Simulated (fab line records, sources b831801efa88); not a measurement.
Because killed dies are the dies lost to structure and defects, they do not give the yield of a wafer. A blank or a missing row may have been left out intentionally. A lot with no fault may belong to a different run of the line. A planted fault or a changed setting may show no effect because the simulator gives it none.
fab line records	flow sky130
record: lots: 6	wafers: 18	lastDay: 49
route steps=708 shown PWDE@52 NWELL@56 PAD_OPEN@708
lots that met no fault: taken from a fault-free run of the same line
startH: hours from the record's first day to the start of the lot's first wafer shown	waitH: how many hours have passed since the lot's step before this one	" same as the row above	L1.1+2: a single row standing in for several wafers	- no value, or no start given	* or withheld: withheld	< > ~ a bound
route shown NAME@n: names a module that has steps shown in the file, with the first one's number in the route	usual: the fault-free wafers' mean and standard deviation	same: alike in all rows	chamber/n: place in a boat	sites: per-site readings	_std_site: the values' standard deviation	_edge_site: inner sites' mean taken away from outer sites' mean	radiusMm: for every site, how far away it sits from the centre of the wafer	mask NAME#n: copy n	behind: the tool/chamber that last shaped the wafer	hold: why the lot was held/for how many hours/how that ended	device: whichever transistor did not switch (one of n, p or np)	end of line: tests of these same wafers at the route's end	step lacking rows: just its recipe	killed: dies lost to structure and defects at the first sort, not the wafer's yield	map: a wafer's dies, marking killed ones x, the rest . and places with no die _
set.NAME: setting as actually run; set.NAME@STEP: the setting as run at that earlier step	model.NAME: the simulator's own value behind a step, which no gauge read
a table for each step, a row for each wafer; lots at some steps of the route
services: when a tool's chamber went out of use (startH, in hours from the record's first day, below 0 if earlier), for how many hours, and the reason
== steps ==
step: SKY_PWDE_OVL_MEAS_07
usual: PWDE_OVL: 0.6/1.3
lot.wafer	tool	chamber	startH	waitH	PWDE_OVL[nm]
L880.1	overlay-02	-	71.70	-	2.2
L880.4	"	-	"	"	1.9
L880.6	"	-	"	"	4.0
L889.1	overlay-02	-	128.13	-	0.7
L889.2	"	-	"	"	-3.1
L889.4	"	-	"	"	0.7
L891.3	overlay-01	-	139.76	-	-0.3
L891.4	"	-	"	"	2.4
L891.5	"	-	"	"	-1.5
L894.2	overlay-01	-	157.25	-	1.8
L894.3	"	-	"	"	2.4
L894.4	"	-	"	"	2.5
L898.2	overlay-02	-	170.69	-	2.2
L898.5	"	-	"	"	-0.9
L898.6	"	-	"	"	0.6
L899.3	overlay-01	-	184.61	-	1.3
L899.4	"	-	"	"	2.6
L899.5	"	-	"	"	1.0
step: SKY_PWDE_IMPLANT_08
recipe: species: B	energyKev: 152.4	doseCm2: 3.6e+12	tiltDeg: withheld
step: SKY_PWDE_STRIP_09
recipe: chemistry: O2/N2	powerW: 1400	pressureMtorr: 1500	platenTempC: withheld	o2FlowSccm: 3000	n2FlowSccm: 300	overashFraction: 0.5
usual: drypumpMotorCurrentA: 5.4/0.44	oesProductAu: 0.722/0.0043	stripTimeToEndpointS: 36.96/0.087
lot.wafer	tool	chamber	startH	waitH	drypumpMotorCurrentA	oesProductAu	rfHoursCounterH	stripTimeToEndpointS
L880.1	plasmaAsher-01	0	71.88	0.1	6.0	0.720	39	36.85
L880.4	"	0	"	"	6.0	0.730	-	37.00
L880.6	"	0	"	"	6.0	0.719	-	36.88
L889.1	plasmaAsher-04	0	128.32	0.1	5.7	0.729	43	36.87
L889.2	"	1	"	"	5.2	0.723	43	36.95
L889.4	"	1	"	"	5.2	0.722	-	36.90
L891.3	plasmaAsher-04	1	139.97	0.1	5.2	0.723	-	36.84
L891.4	"	0	"	"	5.7	0.729	-	36.88
L891.5	"	0	"	"	5.7	0.729	-	36.87
L894.2	plasmaAsher-01	0	157.43	0.1	6.0	0.721	47	36.92
L894.3	"	0	"	"	6.0	0.724	-	36.89
L894.4	"	1	"	"	5.0	0.718	-	36.95
L898.2	plasmaAsher-04	1	170.87	0.1	5.2	0.726	46	36.97
L898.5	"	0	"	"	5.7	0.729	-	36.88
L898.6	"	1	"	"	5.2	0.721	-	37.10
L899.3	plasmaAsher-04	0	184.82	0.1	5.7	0.716	-	36.92
L899.4	"	1	"	"	5.2	0.727	-	36.91
L899.5	"	0	"	"	5.7	0.719	-	36.88
step: SKY_PWDE_TW_MEAS_10
usual: PWDE_TW: 376.8/2.7
lot.wafer	tool	chamber	startH	waitH	PWDE_TW
L880.1	filmMetro-04	-	71.98	0.1	377.4
L880.4	"	-	"	"	379.8
L880.6	"	-	"	"	380.8
L889.1	filmMetro-02	-	128.42	0.1	372.8
L889.2	"	-	"	"	374.7
L889.4	"	-	"	"	374.7
L891.3	filmMetro-03	-	140.05	0.1	372.8
L891.4	"	-	"	"	371.9
L891.5	"	-	"	"	372.2
L894.2	filmMetro-02	-	157.54	0.1	378.0
L894.3	"	-	"	"	379.3
L894.4	"	-	"	"	379.4
L898.2	filmMetro-03	-	170.98	0.1	376.5
L898.5	"	-	"	"	375.6
L898.6	"	-	"	"	375.4
L899.3	filmMetro-02	-	184.90	0.1	377.5
L899.4	"	-	"	"	378.1
L899.5	"	-	"	"	378.9
step: SKY_NWELL_DEHYDRATE_03
recipe: tempC: 200	timeS: 60
step: SKY_NWELL_HMDS_04
recipe: primeTimeS: 60	primeTempC: 120
step: SKY_NWELL_COAT_05
recipe: spinRpm: 2000	resistThkNm: 3000
step: SKY_NWELL_SOFTBAKE_06
recipe: tempC: 110	timeS: withheld
step: SKY_NWELL_EXPOSE_07
recipe: maskId: NWM	na: 0.6	sourceShape: conventional	sigmaOuter: 0.6	polarization: unpolarized	targetCdNm: 840	doseMj: 255
step: SKY_NWELL_PEB_08
recipe: tempC: 115	timeS: withheld
step: SKY_NWELL_DEVELOP_09
recipe: wallAngleDeg: 90	developer: TMAH	developTimeS: 60	devTempC: 23
step: SKY_NWELL_OVL_MEAS_10
usual: NWELL_00_OVL: 1.6/1.6
lot.wafer	tool	chamber	startH	waitH	NWELL_00_OVL[nm]
L880.1	overlay-02	-	87.83	-	2.9
L880.4	"	-	"	"	1.7
L880.6	"	-	"	"	1.9
L889.1	overlay-02	-	147.71	-	-0.2
L889.2	"	-	"	"	-0.9
L889.4	"	-	"	"	1.6
L891.3	overlay-01	-	158.64	-	0.5
L891.4	"	-	"	"	2.0
L891.5	"	-	"	"	0.9
L894.2	overlay-01	-	176.33	-	1.5
L894.3	"	-	"	"	2.0
L894.4	"	-	"	"	2.5
L898.2	overlay-01	-	191.57	-	1.8
L898.5	"	-	"	"	4.9
L898.6	"	-	"	"	3.8
L899.3	overlay-01	-	206.43	-	1.8
L899.4	"	-	"	"	1.1
L899.5	"	-	"	"	0.9
step: SKY_NWELL_IMPLANT_11
recipe: species: P	energyKev: 400	doseCm2: 1.9e+13	tiltDeg: withheld
lot.wafer	tool	chamber	startH	waitH
L880.1+4+6	implanter-01	0	87.87	0.0
L889.1+2+4	implanter-03	0	147.75	0.0
L889.1+2+4	implanter-03	0	148.07	0.3
L891.3+4+5	implanter-01	0	158.72	0.1
L891.3+4+5	implanter-01	0	159.03	0.3
L894.2+3+4	implanter-01	0	176.38	0.0
L898.2+5+6	implanter-03	0	191.62	0.0
L899.3+4+5	implanter-04	0	206.51	0.1
step: SKY_NWELL_IMPLANT_12
recipe: species: P	energyKev: 120	doseCm2: 1.3e+12	tiltDeg: withheld
step: SKY_NWELL_IMPLANT_13
recipe: species: P	energyKev: 50	doseCm2: 7e+11	tiltDeg: withheld
step: SKY_NWELL_STRIP_14
recipe: chemistry: O2/N2	powerW: 1400	pressureMtorr: 1500	platenTempC: withheld	o2FlowSccm: 3000	n2FlowSccm: 300	overashFraction: 0.5
usual: drypumpMotorCurrentA: 5.6/0.49	oesProductAu: 0.722/0.0042	stripTimeToEndpointS: 36.96/0.086
lot.wafer	tool	chamber	startH	waitH	drypumpMotorCurrentA	oesProductAu	rfHoursCounterH	stripTimeToEndpointS
L880.1	plasmaAsher-02	0	88.32	0.1	5.9	0.725	27	37.09
L880.4	"	1	"	"	6.4	0.727	-	37.04
L880.6	"	1	"	"	6.4	0.719	-	36.96
L889.1	plasmaAsher-01	1	148.52	0.1	4.9	0.712	46	36.78
L889.2	"	0	"	"	6.1	0.724	46	36.87
L889.4	"	1	"	"	4.9	0.724	-	36.80
L891.3	plasmaAsher-01	0	159.47	0.1	6.0	0.720	-	36.96
L891.4	"	1	"	"	5.0	0.730	-	37.00
L891.5	"	0	"	"	6.0	0.726	-	37.03
L894.2	plasmaAsher-02	0	176.81	0.1	5.9	0.724	36	36.88
L894.3	"	0	"	"	5.9	0.722	-	36.89
L894.4	"	1	"	"	6.4	0.722	-	36.94
L898.2	plasmaAsher-04	0	192.05	0.1	5.7	0.721	48	36.76
L898.5	"	0	"	"	5.7	0.729	-	36.82
L898.6	"	1	"	"	5.2	0.724	-	36.76
L899.3	plasmaAsher-04	1	206.94	0.1	5.2	0.721	-	36.91
L899.4	"	0	"	"	5.7	0.716	-	37.09
L899.5	"	1	"	"	5.2	0.731	-	36.95
step: SKY_NWELL_TW_MEAS_15
usual: NWELL_TW: 1832/13
lot.wafer	tool	chamber	startH	waitH	NWELL_TW
L880.1	filmMetro-03	-	88.42	0.1	1813
L880.4	"	-	"	"	1825
L880.6	"	-	"	"	1817
L889.1	filmMetro-02	-	148.62	0.1	2298
L889.2	"	-	"	"	2298
L889.4	"	-	"	"	2307
L891.3	filmMetro-03	-	159.55	0.1	2261
L891.4	"	-	"	"	2246
L891.5	"	-	"	"	2260
L894.2	filmMetro-02	-	176.92	0.1	1840
L894.3	"	-	"	"	1831
L894.4	"	-	"	"	1837
L898.2	filmMetro-04	-	192.16	0.1	1833
L898.5	"	-	"	"	1833
L898.6	"	-	"	"	1835
L899.3	filmMetro-02	-	207.03	0.1	1850
L899.4	"	-	"	"	1854
L899.5	"	-	"	"	1853
step: SKY_NWELL_DEHYDRATE_16
recipe: tempC: 200	timeS: 60
step: SKY_NWELL_HMDS_17
recipe: primeTimeS: 60	primeTempC: 120
step: SKY_NWELL_COAT_18
recipe: spinRpm: 2000	resistThkNm: 3000
step: SKY_NWELL_SOFTBAKE_19
recipe: tempC: 110	timeS: withheld
step: SKY_NWELL_EXPOSE_20
recipe: maskId: NWM_COMPLEMENT	na: 0.6	sourceShape: conventional	sigmaOuter: 0.6	polarization: unpolarized	targetCdNm: 840	doseMj: 260
step: SKY_NWELL_PEB_21
recipe: tempC: 115	timeS: withheld
step: SKY_NWELL_DEVELOP_22
recipe: wallAngleDeg: 90	developer: TMAH	developTimeS: 60	devTempC: 23
step: SKY_NWELL_OVL_MEAS_23
usual: NWELL_01_OVL: 2.0/1.5
lot.wafer	tool	chamber	startH	waitH	NWELL_01_OVL[nm]
L880.1	overlay-01	-	106.07	-	2.9
L880.4	"	-	"	"	1.7
L880.6	"	-	"	"	0.9
L889.1	overlay-01	-	166.03	-	0.5
L889.2	"	-	"	"	0.6
L889.4	"	-	"	"	1.8
L891.3	overlay-01	-	179.43	-	3.8
L891.4	"	-	"	"	-0.3
L891.5	"	-	"	"	2.5
L894.2	overlay-01	-	197.63	-	0.2
L894.3	"	-	"	"	0.8
L894.4	"	-	"	"	-0.2
L898.2	overlay-02	-	214.54	-	1.2
L898.5	"	-	"	"	1.7
L898.6	"	-	"	"	0.9
L899.3	overlay-02	-	229.34	-	2.6
L899.4	"	-	"	"	4.0
L899.5	"	-	"	"	2.8
step: SKY_NWELL_IMPLANT_24
recipe: species: B	energyKev: 140	doseCm2: 9.2e+12	tiltDeg: withheld
step: SKY_NWELL_STRIP_25
recipe: chemistry: O2/N2	powerW: 1400	pressureMtorr: 1500	platenTempC: withheld	o2FlowSccm: 3000	n2FlowSccm: 300	overashFraction: 0.5
usual: drypumpMotorCurrentA: 5.7/0.48	oesProductAu: 0.723/0.0047	stripTimeToEndpointS: 36.96/0.098
lot.wafer	tool	chamber	startH	waitH	drypumpMotorCurrentA	oesProductAu	rfHoursCounterH	stripTimeToEndpointS
L880.1	plasmaAsher-04	1	106.26	0.1	5.2	0.721	40	37.02
L880.4	"	1	"	"	5.2	0.730	-	36.86
L880.6	"	0	"	"	5.7	0.723	-	37.08
L889.1	plasmaAsher-04	0	166.22	0.1	5.7	0.717	46	37.08
L889.2	"	1	"	"	5.2	0.712	46	37.05
L889.4	"	1	"	"	5.2	0.725	-	37.05
L891.3	plasmaAsher-04	0	179.63	0.1	5.7	0.715	-	37.14
L891.4	"	1	"	"	5.2	0.730	-	36.86
L891.5	"	1	"	"	5.2	0.720	-	36.85
L894.2	plasmaAsher-04	0	197.81	0.1	5.7	0.725	49	36.91
L894.3	"	0	"	"	5.7	0.721	-	37.13
L894.4	"	1	"	"	5.2	0.731	-	36.88
L898.2	plasmaAsher-02	0	214.72	0.1	5.9	0.720	40	36.96
L898.5	"	1	"	"	6.4	0.727	-	36.89
L898.6	"	0	"	"	5.9	0.721	-	36.99
L899.3	plasmaAsher-02	1	229.55	0.1	6.4	0.722	-	36.98
L899.4	"	0	"	"	5.8	0.726	-	37.09
L899.5	"	0	"	"	5.9	0.727	-	36.96
step: SKY_NWELL_TW_MEAS_26
usual: NWELL_2_TW: 500/3.2
lot.wafer	tool	chamber	startH	waitH	NWELL_2_TW
L880.1	filmMetro-04	-	106.36	0.1	498
L880.4	"	-	"	"	499
L880.6	"	-	"	"	501
L889.1	filmMetro-03	-	166.32	0.1	499
L889.2	"	-	"	"	499
L889.4	"	-	"	"	501
L891.3	filmMetro-04	-	179.72	0.1	496
L891.4	"	-	"	"	499
L891.5	"	-	"	"	495
L894.2	filmMetro-02	-	197.92	0.1	501
L894.3	"	-	"	"	502
L894.4	"	-	"	"	502
L898.2	filmMetro-02	-	214.83	0.1	500
L898.5	"	-	"	"	501
L898.6	"	-	"	"	503
L899.3	filmMetro-02	-	229.64	0.1	497
L899.4	"	-	"	"	497
L899.5	"	-	"	"	496
step: SKY_NWELL_CLEAN_27
recipe: chemistry: SC1/SC2	mix: 1:4:20	tempC: 70	timeS: 150	dry: n2Spin
step: SKY_NWELL_RTA_28
recipe: tempC: 1050	timeS: 30	idleTempC: 650	rampUpCPerS: 150	rampDownCPerS: 90	ambient: N2
usual: lampPowerPct: 25.30/0.046	wafer_temp_C_max: 1054.8/0.91
lot.wafer	tool	chamber	startH	waitH	lampPowerPct	wafer_temp_C_max
L880.1	rtpAnneal-02	0	106.47	0.0	25.32	1054.9
L880.4	"	0	"	"	25.29	1054.8
L880.6	"	0	"	"	25.25	1054.5
L889.1	rtpAnneal-01	0	166.43	0.0	25.32	1055.4
L889.2	"	0	"	"	25.34	1054.9
L889.4	"	0	"	"	25.39	1052.9
L891.3	rtpAnneal-02	0	179.85	0.0	25.27	1054.2
L891.4	"	0	"	"	25.39	1054.6
L891.5	"	0	"	"	25.29	1053.7
L894.2	rtpAnneal-02	0	198.03	0.0	25.30	1055.1
L894.3	"	0	"	"	25.20	1054.4
L894.4	"	0	"	"	25.29	1055.5
L898.2	rtpAnneal-01	0	214.94	0.0	25.24	1053.4
L898.5	"	0	"	"	25.31	1054.7
L898.6	"	0	"	"	25.31	1053.5
L899.3	rtpAnneal-02	0	229.76	0.0	25.35	1054.7
L899.4	"	0	"	"	25.34	1055.0
L899.5	"	0	"	"	25.23	1054.4
step: SKY_NWELL_RS_MEAS_29
recipe: thkMeasGauge: four-point-probe
usual: NWELL_RS: 625.0/1.6
lot.wafer	tool	chamber	startH	waitH	NWELL_RS[ohm/sq]
L880.1	filmMetro-02	-	106.57	0.1	626.7
L880.4	"	-	"	"	626.3
L880.6	"	-	"	"	626.0
L889.1	filmMetro-04	-	166.53	0.1	428.7
L889.2	"	-	"	"	429.0
L889.4	"	-	"	"	429.9
L891.3	filmMetro-03	-	179.95	0.1	429.0
L891.4	"	-	"	"	431.8
L891.5	"	-	"	"	430.7
L894.2	filmMetro-03	-	198.14	0.1	625.9
L894.3	"	-	"	"	624.6
L894.4	"	-	"	"	626.1
L898.2	filmMetro-02	-	215.05	0.1	624.5
L898.5	"	-	"	"	625.1
L898.6	"	-	"	"	625.2
L899.3	filmMetro-04	-	229.87	0.1	625.1
L899.4	"	-	"	"	623.1
L899.5	"	-	"	"	625.2
step: SKY_PAD_OPEN_PROBE_99
usual: killed_at_M0_to_M3: 44/7.2	killed_at_M4_up: 3.2/1.8	killedAtContacts: 24/5.4	killedAtFrontEnd: 15/4	killedAtOther: 0.3/0.56	killedDies: 87/9.2	killedOpen: 47/7.3	killedShort: 39/5.7
same: grossDies: 492	killedAtBackSide: 0
lot.wafer	tool	chamber	startH	waitH	killed_at_M0_to_M3	killed_at_M4_up	killedAtContacts	killedAtFrontEnd	killedAtOther	killedDies	killedOpen	killedShort	model.etest.nfet_16v.rOnOhmUm	model.etest.pfet_16v.rOnOhmUm	model.etest.resNwell.lineOhmUm	model.etest.resNwell.rsOhmSq	model.etest.pfetG5v0d10v5.rOnOhmUm	model.etest.tip_p_5v.rsOhmSq	model.etest.resNwell.widthNm	model.etest.resIsoPwell.widthNm
L880.1	prober-01	-	1069.62	0.1	41	5	31	15	0	92	56	36	1.364e+04	1.512e+04	1195	994.5	4545	2838	831.4	2667
L880.4	prober-01	-	1069.77	0.2	31	3	27	11	0	72	44	28	1.381e+04	1.532e+04	1188	999.1	4606	2870	832.4	2653
L880.6	prober-01	-	1069.87	0.2	35	2	26	12	0	75	41	34	1.376e+04	1.527e+04	1192	996.6	4618	2848	826.7	2651
L889.1	prober-01	-	1138.25	0.1	42	3	25	14	1	85	44	41	1.198e+04	1.643e+04	697.6	634.9	4833	2982	903	2584
L889.2	prober-01	-	1138.30	0.1	47	0	24	18	0	89	43	46	1.202e+04	1.637e+04	695.9	631	4857	3021	893.7	2586
L889.4	prober-01	-	1138.40	0.2	49	5	18	12	0	84	45	39	1.193e+04	1.63e+04	698.5	624.9	4829	2988	893.7	2598
L891.3	prober-01	-	1147.67	0.2	47	6	28	12	0	93	56	37	1.194e+04	1.66e+04	701.2	619.4	4805	3008	887	2591
L891.4	prober-01	-	1147.72	0.2	42	5	29	14	0	90	42	47	1.197e+04	1.642e+04	697.6	619.4	4813	2965	891.9	2608
L891.5	prober-01	-	1147.77	0.2	44	2	28	18	0	92	46	44	1.193e+04	1.636e+04	695.8	612.2	4782	2977	895.9	2598
L894.2	prober-01	-	1161.34	0.1	43	5	26	18	0	92	47	45	1.368e+04	1.457e+04	1111	924.3	4562	2827	825.5	2660
L894.3	prober-01	-	1161.39	0.2	38	8	18	17	0	81	52	29	1.365e+04	1.464e+04	1122	929.2	4648	2835	829	2667
L894.4	prober-01	-	1161.44	0.2	50	5	19	16	1	91	46	44	1.348e+04	1.465e+04	1110	929.6	4644	2844	833.2	2654
L898.2	prober-01	-	1178.56	0.1	38	0	29	13	1	81	50	31	1.368e+04	1.49e+04	1143	948	4702	2849	830.2	2658
L898.5	prober-01	-	1178.71	0.2	55	4	31	10	0	100	61	39	1.363e+04	1.497e+04	1139	954	4662	2852	833.7	2664
L898.6	prober-01	-	1178.76	0.2	49	0	27	11	0	87	58	29	1.351e+04	1.473e+04	1134	952.8	4634	2850	826.8	2657
L899.3	prober-02	-	1187.48	0.2	37	1	24	21	0	83	47	36	1.319e+04	1.454e+04	1186	996.4	4482	2874	840.2	2668
L899.4	prober-02	-	1187.53	0.2	31	2	18	29	0	80	48	31	1.357e+04	1.495e+04	1221	1036	4638	2894	836.9	2653
L899.5	prober-02	-	1187.58	0.2	39	3	19	18	1	80	49	31	1.332e+04	1.466e+04	1174	987.2	4673	2904	832.4	2648
killed by level:class
L880.1 LI_CONTACT:geometricParticle:open=10 VIA1:geometricParticle:open=8 CONTACT:geometricParticle:open=8 LOCAL_INTERCONNECT:geometricParticle:short=7 VIA3:geometricParticle:open=7 METAL1:geometricParticle:short=6 METAL2:geometricParticle:short=5 SPACER:geometricParticle:open=4
L880.4 CONTACT:geometricParticle:open=13 VIA1:geometricParticle:open=12 CONTACT:geometricParticle:short=5 VIA3:geometricParticle:open=5 FIELD_ISO:geometricParticle:short=3 POLY_GATE:geometricParticle:open=3 LI_CONTACT:geometricParticle:open=3 VIA2:geometricParticle:short=3
L880.6 VIA3:geometricParticle:open=7 LI_CONTACT:geometricParticle:open=7 CONTACT:geometricParticle:open=7 LI_CONTACT:geometricParticle:short=6 VIA1:geometricParticle:open=6 METAL2:geometricParticle:short=5 VIA2:geometricParticle:open=5 VIA3:geometricParticle:short=5
L889.1 VIA2:geometricParticle:open=9 METAL2:geometricParticle:short=9 CONTACT:geometricParticle:open=9 METAL1:geometricParticle:short=7 LI_CONTACT:geometricParticle:open=7 FIELD_ISO:geometricParticle:short=5 CONTACT:geometricParticle:short=5 VIA1:geometricParticle:open=5
L889.2 METAL2:geometricParticle:short=14 VIA1:geometricParticle:open=12 LI_CONTACT:geometricParticle:open=10 FIELD_ISO:geometricParticle:short=8 CONTACT:geometricParticle:short=6 VIA3:geometricParticle:open=6 FIELD_ISO:geometricParticle:open=5 CONTACT:geometricParticle:open=4
L889.4 VIA1:geometricParticle:open=8 METAL1:geometricParticle:short=7 VIA3:geometricParticle:open=7 CONTACT:geometricParticle:open=6 FIELD_ISO:geometricParticle:open=5 METAL2:geometricParticle:short=5 VIA2:geometricParticle:short=5 FIELD_ISO:geometricParticle:short=4
L891.3 VIA1:geometricParticle:open=14 CONTACT:geometricParticle:open=9 LI_CONTACT:geometricParticle:open=8 VIA2:geometricParticle:open=8 METAL2:geometricParticle:short=8 POLY_GATE:geometricParticle:open=5 LOCAL_INTERCONNECT:geometricParticle:short=5 VIA3:geometricParticle:open=5
L891.4 LI_CONTACT:geometricParticle:open=9 VIA1:geometricParticle:open=9 LOCAL_INTERCONNECT:geometricParticle:short=8 VIA3:geometricParticle:short=7 CONTACT:geometricParticle:open=7 VIA1:geometricParticle:short=7 FIELD_ISO:geometricParticle:short=5 METAL4:geometricParticle:short=5
L891.5 VIA1:geometricParticle:open=17 CONTACT:geometricParticle:short=7 CONTACT:geometricParticle:open=6 FIELD_ISO:geometricParticle:open=5 METAL2:geometricParticle:short=5 LOCAL_INTERCONNECT:geometricParticle:short=5 LI_CONTACT:geometricParticle:short=4 LI_CONTACT:geometricParticle:open=4
L894.2 LI_CONTACT:geometricParticle:open=9 METAL1:geometricParticle:short=8 VIA2:geometricParticle:open=7 CONTACT:geometricParticle:short=6 VIA3:geometricParticle:open=6 CONTACT:geometricParticle:open=5 VIA1:geometricParticle:open=5 VIA3:geometricParticle:short=5
L894.3 CONTACT:geometricParticle:open=9 VIA1:geometricParticle:open=9 METAL1:geometricParticle:open=6 LI_CONTACT:geometricParticle:open=5 METAL4:geometricParticle:short=5 VIA3:geometricParticle:open=5 FIELD_ISO:geometricParticle:short=4 VIA1:geometricParticle:short=4
L894.4 VIA1:geometricParticle:open=18 METAL1:geometricParticle:short=7 POLY_GATE:geometricParticle:short=6 CONTACT:geometricParticle:open=6 VIA2:geometricParticle:open=5 METAL2:geometricParticle:short=5 POLY_GATE:geometricParticle:open=4 LOCAL_INTERCONNECT:geometricParticle:short=4
L898.2 CONTACT:geometricParticle:open=10 VIA1:geometricParticle:open=10 VIA3:geometricParticle:open=9 LI_CONTACT:geometricParticle:open=7 CONTACT:geometricParticle:short=6 METAL2:geometricParticle:short=6 LI_CONTACT:geometricParticle:short=5 FIELD_ISO:geometricParticle:open=4
L898.5 VIA1:geometricParticle:open=15 CONTACT:geometricParticle:open=12 VIA2:geometricParticle:open=12 VIA3:geometricParticle:open=8 LI_CONTACT:geometricParticle:short=6 CONTACT:geometricParticle:short=6 METAL1:geometricParticle:short=6 LI_CONTACT:geometricParticle:open=4
L898.6 VIA1:geometricParticle:open=16 LI_CONTACT:geometricParticle:open=10 CONTACT:geometricParticle:open=10 VIA3:geometricParticle:open=7 VIA1:geometricParticle:short=5 VIA2:geometricParticle:open=5 FIELD_ISO:geometricParticle:open=4 METAL2:geometricParticle:short=4
L899.3 CONTACT:geometricParticle:open=10 VIA2:geometricParticle:open=8 VIA1:geometricParticle:open=6 FIELD_ISO:geometricParticle:open=5 FIELD_ISO:geometricParticle:short=5 POLY_GATE:geometricParticle:short=5 POLY_GATE:geometricParticle:open=5 CONTACT:geometricParticle:short=5
L899.4 POLY_GATE:geometricParticle:open=10 LI_CONTACT:geometricParticle:open=9 FIELD_ISO:geometricParticle:open=8 VIA2:geometricParticle:open=5 POLY_GATE:geometricParticle:short=5 VIA3:geometricParticle:open=5 VIA1:geometricParticle:open=5 METAL2:geometricParticle:short=5
L899.5 VIA1:geometricParticle:open=10 FIELD_ISO:geometricParticle:open=7 VIA2:geometricParticle:open=6 CONTACT:geometricParticle:open=6 LI_CONTACT:geometricParticle:open=5 VIA1:geometricParticle:short=5 FIELD_ISO:geometricParticle:short=4 METAL1:geometricParticle:short=4
== services ==
tool	chamber	startH	hours	kind
implanter-04	-	50.25	35.3	pm
implanter-04	-	81.42	1.7	repair
plasmaAsher-01	-	83.09	0.7	repair
implanter-01	-	90.51	2.9	pm
plasmaAsher-01	-	93.93	0.5	repair
implanter-01	-	104.05	3.2	repair
implanter-03	-	107.35	5.1	pm
plasmaAsher-02	-	110.28	2.8	pm
implanter-01	-	126.21	1.3	repair
plasmaAsher-04	-	143.85	6.0	repair
plasmaAsher-01	-	163.85	1.7	repair
plasmaAsher-02	-	184.35	0.9	repair
implanter-01	-	201.30	1.9	repair
implanter-01	-	218.01	3.5	repair
== key ==
firstSign: step: SKY_NWELL_IMPLANT_11	reading: visit	direction: added
effect: step: SKY_NWELL_TW_MEAS_15	reading: NWELL_TW	direction: up	sigmas: 35	usual: 1832	struck: 2278
effect: step: SKY_NWELL_RS_MEAS_29	reading: NWELL_RS	direction: down	sigmas: 99+	usual: 625.0	struck: 429.8
modelEffect: step: SKY_PAD_OPEN_PROBE_99	value: etest.nfet_16v.rOnOhmUm	without: 1.347e+04	struck: 1.196e+04
metAt SKY_NWELL_IMPLANT_11
struckWafers L889.1,L889.2,L889.4,L891.3,L891.4,L891.5
testerLeftOut L889,L891
fault: kind: repeatedStepWhole	tool: implanter-01,implanter-03,implanter-04	chamber: -	onsetH: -	steps: SKY_NWELL_IMPLANT_11	times: 1	scope: struckLotsOnly
testerLeftOut: of these lots the tester's yield and bins aren't shown, on N5 and GAA mostly nor the transistor test; their killed dies are dies lost to structure and defects alone, not to doping, threshold or leakage, so they don't give the yield
